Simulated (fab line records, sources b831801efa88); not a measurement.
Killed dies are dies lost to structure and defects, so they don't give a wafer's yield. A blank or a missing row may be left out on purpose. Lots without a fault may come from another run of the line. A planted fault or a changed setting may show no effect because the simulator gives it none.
A struck lot beside a sound one | flow sky130 | 30 steps out of a route of 708
Sound: wafers L604.1, L604.3, L604.4. Struck: wafer L613.5. (L613.3, L613.4 of the same lot were not struck and are left out.) The cause comes at the end.
At each step with rows: each side's tool, then ch and its chambers, then its first start. Under that, the readings that differ: sound wafers | struck wafers | difference of the means | sigmas: that difference in standard deviations of wafers without a fault.
alike: readings whose means differ by less than 2 such deviations, and words and numbers that are the same on both sides. not compared: withheld readings, readings that some wafer has no value for, bounds like >300 that may hide the same value, and numbers for which the record gives no deviation and whose values overlap.
The two part at a step that has a row with sigmas, a row that says differs or no value, or rows on one side only. Numbers that don't overlap but have no deviation are shown without sigmas and don't part them. A reading that every wafer of one side lacks parts them only if that side has two wafers or more.

first, 9 steps without rows for these wafers: SKY_SD_P_IMPLANT_09; SKY_SD_P_STRIP_10 (strips in O2/N2); SKY_RES_XHIGH_DEHYDRATE_00 (time 60 s); SKY_RES_XHIGH_HMDS_01 (prime time 60 s); SKY_RES_XHIGH_COAT_02 (resist thk 1140 nm); SKY_RES_XHIGH_SOFTBAKE_03 (time 60 s); SKY_RES_XHIGH_EXPOSE_04 (exposes mask URPM, target cd 1270 nm); SKY_RES_XHIGH_PEB_05; SKY_RES_XHIGH_DEVELOP_06 (develop time 60 s).
SKY_RES_XHIGH_IMPLANT_07:
  sound on implanter-04 ch 0, day 30 22:28; struck on implanter-04 ch 0, day 33 14:34
  alike: beam_energy_keV
then, 19 steps without rows for these wafers: SKY_RES_XHIGH_STRIP_08 (strips in O2/N2); SKY_SD_N_DEHYDRATE_00 (time 60 s); SKY_SD_N_HMDS_01 (prime time 60 s); SKY_SD_N_COAT_02 (resist thk 1140 nm); SKY_SD_N_SOFTBAKE_03 (time 60 s); SKY_SD_N_EXPOSE_04 (exposes mask NSDM, target cd 380 nm); SKY_SD_N_PEB_05; SKY_SD_N_DEVELOP_06 (develop time 60 s); SKY_SD_N_IMPLANT_09; SKY_SD_N_IMPLANT_10; SKY_SD_N_STRIP_11 (strips in O2/N2); SKY_SD_N_CLEAN_13 (cleans in SC1/SC2, time 150 s); SKY_SD_N_RTA_14 (time 2 s); SKY_SALICIDE_CLEAN_00 (cleans in HF-last, time 30 s); SKY_LI_CONTACT_HDPCVD_00 (deposits PSG, target thk 930 nm, time 155 s); SKY_LI_CONTACT_CMP_02 (polishes PSG); SKY_LI_CONTACT_DEHYDRATE_04 (time 60 s); SKY_LI_CONTACT_HMDS_05 (prime time 60 s); SKY_LI_CONTACT_COAT_06 (resist thk 60 nm).
-- the record jumps here: 17 days lie between the struck wafers' starts before and after (it left off in module LI_CONTACT and takes up again in module PAD_OPEN, whose first step shown is number 708 of the route) --
SKY_PAD_OPEN_PROBE_99:
  sound on prober-02, day 48 19:58; struck on prober-02, day 50 10:46
  reading                                  | sound             | struck | difference | sigmas
  model.etest.res_xhigh_po.rs_ohm_sq_range | 216.2 171.8 175.2 | 305.2  | +117.5     |
  alike: killed_at_M0_to_M3, killed_at_M4_up, killed_at_contacts, killed_at_front_end, killed_at_other, killed_dies, killed_open, killed_short

WHERE THEY PART
Nowhere in this record.

WHY: what the simulator had put in
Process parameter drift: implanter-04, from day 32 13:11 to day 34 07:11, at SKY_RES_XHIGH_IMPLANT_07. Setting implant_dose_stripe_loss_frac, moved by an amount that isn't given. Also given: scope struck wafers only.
